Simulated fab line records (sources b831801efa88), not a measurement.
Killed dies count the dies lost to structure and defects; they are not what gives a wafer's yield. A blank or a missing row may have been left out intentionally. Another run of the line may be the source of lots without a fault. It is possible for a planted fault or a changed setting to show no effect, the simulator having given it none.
Chamber matching	flow gf180mcu	hdpcvd-01 running GF_STI_CVD_23: 3 sister chambers
The step deposits SiO2, target thk 650 nm, time 108.3 s. 3 wafers are shown with their chamber, then 7 later ones without.

== EACH WAFER AND ITS CHAMBER ==
wafer	chamber	sih4-flow-sccm (sccm)
L827.1	0	59.76
L827.2	1	60.03
L830.4	2	59.92

== WAFERS WHOSE CHAMBER IS MISSING ==
wafer	sih4-flow-sccm (sccm)
L830.6	59.91
L835.1	60.17
L835.4	60.05
L835.6	60.23
L836.1	60.05
L836.2	59.87
L836.3	60.18

== WHICH CHAMBER EACH WENT THROUGH ==
wafer	from the rows above	in truth
L830.6	can't be placed: 2 or 1 or 0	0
L835.1	can't be placed: 1 or 2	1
L835.4	can't be placed: 1 or 2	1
L835.6	can't be placed: 1 or 2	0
L836.1	can't be placed: 1 or 2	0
L836.2	can't be placed: 2 or 0 or 1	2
L836.3	can't be placed: 1 or 2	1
0 of 7 placed correctly. Not placeable from these rows: 7 (in 5, the candidates include the true chamber). Wrongly placed: 0.
How it was worked out, from the rows above alone: a wafer's distance from a chamber is the root of the sum, over the readings, of the square of ((its reading less the chamber's mean) divided by the reading's scatter). The wafer belongs to the nearest chamber; if the next one is less than 2 further off, it can't be placed. The mean given for a chamber averages the wafers shown for that chamber. The scatter (one wafer shown for each chamber): square how far every hidden wafer sits from the nearest shown wafer, average those squares and take the square root.
